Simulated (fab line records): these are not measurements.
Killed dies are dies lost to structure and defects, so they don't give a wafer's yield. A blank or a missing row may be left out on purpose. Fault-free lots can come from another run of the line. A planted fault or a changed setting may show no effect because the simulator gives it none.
2 desks looking at one fault -- flow gf180mcu -- each desk has only its own numbers; what lay behind them comes last

## METROLOGY DESK
Means of the sampled wafers that have a number, per lot and without regard to the tool the lot ran on: this is what the gauges read. A lot is out of limits, marked OUT, if its mean lies more than 4 standard deviations from the usual mean; the brackets give that distance.
Columns: A = VT_IMPLANT_3_TW at GF_VT_IMPLANT_TW_MEAS_32, usual 273; B = POLY_GATE_OXIDATION_THK at GF_POLY_GATE_THK_MEAS_17, usual 4.00 nm; C = CONTACT_CVD_02_THK at GF_CONTACT_THK_MEAS_03, usual 860 nm
lot,first seen here,A,B,C
L677,day 7 09:25,279,4.04,874
L678,day 7 17:15,271,3.91,851
L680,day 8 04:59,276,3.94,858
L681,day 8 16:19,277,4.08,870
L682,day 8 19:07,270,3.95,860
L684,day 9 08:32,30 (-76) OUT,-,-
L687,day 10 04:55,271,4.02,863
L690,day 11 01:02,279,4.06,871
L692,day 11 10:41,271,4.06,859
L693,day 11 18:58,270,3.92,857
L696,day 12 15:47,271,3.91,873
L697,day 12 23:46,272,4.04,862
This desk reports L684 out of limits; the earliest was L684 at day 9 08:32 (VT_IMPLANT_3_TW at GF_VT_IMPLANT_TW_MEAS_32). L677, L678, L680, L681, L682, L687, L690, L692, L693, L696, L697: within limits.

## TOOL OWNER'S DESK, plasmaAsher-02
The tool's own readings at GF_VT_IMPLANT_STRIP_20 (strips in O2/N2): means of the sampled wafers that have a number, for each lot that ran on this tool. A lot is out of limits, marked OUT, if its mean lies more than 4 standard deviations from the usual mean; the brackets give that distance.
Columns: A = drypumpMotorCurrentA at GF_VT_IMPLANT_STRIP_20, usual 5.5 A; B = heaterPowerW at GF_VT_IMPLANT_STRIP_20, usual 322 W; C = oesProductAu at GF_VT_IMPLANT_STRIP_20, usual 0.716 a.u.; D = stripTimeToEndpointS at GF_VT_IMPLANT_STRIP_20, usual 12.65 s
lot,first seen here,A,B,C,D
L681,day 7 23:24,5.3,350,0.716,12.64
L684,day 8 15:57,5.3,354,0.935 (+47) OUT,-
L692,day 10 17:02,5.3,352,0.716,12.65
This desk's finding: out of limits on L684; first on L684, day 8 15:57 (oesProductAu at GF_VT_IMPLANT_STRIP_20). L681, L692: within limits.

## ALL TOGETHER
On L684, at day 8 15:57, an alarm was possible from the tool owner's desk.
L684 would have let the metrology desk raise an alarm at day 9 08:32.
On plasmaAsher-02, each named lot ran GF_VT_IMPLANT_STRIP_20.

## WHAT THE SIMULATOR HAD INSERTED
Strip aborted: plasmaAsher-02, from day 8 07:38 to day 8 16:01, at GF_VT_IMPLANT_STRIP_20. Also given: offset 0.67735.
Lots struck among those shown: L684.
Delay (hours) between the fault's onset and each desk's first out-of-limits reading: 8 at the tool owner's desk, 25 at the metrology desk.
